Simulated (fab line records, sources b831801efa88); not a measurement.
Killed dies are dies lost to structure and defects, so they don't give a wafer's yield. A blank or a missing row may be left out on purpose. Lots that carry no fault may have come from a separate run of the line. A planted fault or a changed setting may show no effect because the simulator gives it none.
The same fault as seen by 2 desks | flow gf180mcu | each desk holds nothing but its own numbers, with what lay behind them at the end
Where a reading is given only as a bound, like >300, the bound stands for it, and a mean or a difference that rests on one is marked > or <: the true number lies beyond.

== TOOL OWNER'S DESK, cvd w-01 ==
The tool's own readings at GF_V3_CVD_23 (deposits W, target thk 350 nm, time 104.9 s): means of the sampled wafers that have a number, for each lot that ran on this tool. Any lot whose mean is over 4 standard deviations away from the usual mean is out of limits and marked OUT; that distance is given in the brackets.
Columns: A = chamber pressure Torr at GF_V3_CVD_23, usual 40.01 Torr; B = heater power outer w at GF_V3_CVD_23, usual 637 W; C = heater power w at GF_V3_CVD_23, usual 1012 W; D = susceptor temp C at GF_V3_CVD_23, usual 399.99 C
lot  | first seen here | A     | B   | C    | D
L901 | day 23 08:53    | 40.08 | 719 | 1126 | 399.76
L903 | day 24 07:38    | 40.00 | 668 | 1069 | 399.89
L902 | day 24 08:16    | 39.94 | 674 | 1084 | 400.20
L904 | day 24 20:11    | 39.99 | 725 | 1125 | 400.10
L905 | day 25 02:14    | 40.08 | 675 | 1084 | 399.55
L906 | day 25 05:46    | 40.02 | 669 | 1076 | 400.13
L918 | day 29 06:50    | 39.90 | 762 | 1167 | 399.73
Finding of this desk: none of the 7 lots has anything out of limits.

== FROM THE METROLOGY DESK ==
Means of the sampled wafers that have a number, per lot and without regard to the tool the lot ran on: this is what the gauges read. Any lot whose mean is over 4 standard deviations away from the usual mean is out of limits and marked OUT; that distance is given in the brackets.
Columns: A = V2_W_RS at GF_V2_RS_MEAS_24, usual 0.330 ohm/sq; B = cd nm at GF_V3_CD_MEAS_14, usual 259.6 nm; C = V3_W_RS at GF_V3_RS_MEAS_24, usual 0.326 ohm/sq; D = V3_W_THK at GF_V3_THK_MEAS_25, usual 379 nm
lot  | first seen here | A     | B     | C                        | D
L898 | day 20 05:48    | 0.324 | 260.9 | 0.325                    | 377
L900 | day 21 02:47    | 0.329 | 259.6 | 0.327                    | 375
L901 | day 21 07:39    | 0.333 | 258.5 | 0.331                    | 370
L903 | day 22 06:29    | 0.336 | 257.5 | 0.327                    | 377
L902 | day 22 08:05    | 0.332 | 259.6 | 0.326                    | 371
L904 | day 22 20:48    | 0.329 | 260.7 | 0.331                    | 369
L905 | day 23 02:27    | 0.334 | 261.4 | 0.329                    | 375
L906 | day 23 06:24    | 0.327 | 260.0 | 0.328                    | 374
L907 | day 24 01:56    | 0.329 | 259.0 | 0.323                    | 382
L908 | day 24 02:38    | 0.325 | 258.3 | 45.014 (+99 or more) OUT | <0 (<-58) OUT
L909 | day 24 13:17    | 0.328 | 258.0 | 44.131 (+99 or more) OUT | <0 (<-58) OUT
L918 | day 27 12:40    | 0.329 | 260.3 | 0.330                    | 377
L919 | day 27 13:03    | 0.335 | 259.5 | 0.324                    | 385
L921 | day 28 01:43    | 0.330 | 258.5 | 0.317                    | 391
This desk's result: L908, L909 out of limits, first on L908 (V3_W_RS at GF_V3_RS_MEAS_24), day 26 01:28. L898, L900, L901, L903, L902, L904, L905, L906, L907, L918, L919, L921 stayed within limits.

== PUT TOGETHER ==
At day 26 01:28 the metrology desk could have sounded an alarm, on L908, L909.
The tool owner's desk saw nothing out of limits.
The tool owner's desk has no number on record for L908, L909.
The lots listed all ran GF_V3_CVD_23 on cvd w-01.

== WHAT WAS PUT IN BY THE SIMULATOR ==
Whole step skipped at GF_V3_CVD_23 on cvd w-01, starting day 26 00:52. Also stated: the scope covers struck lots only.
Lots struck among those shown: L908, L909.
Per desk, hours elapsed from the start of the fault to the first reading out of limits: for the metrology desk, 1.
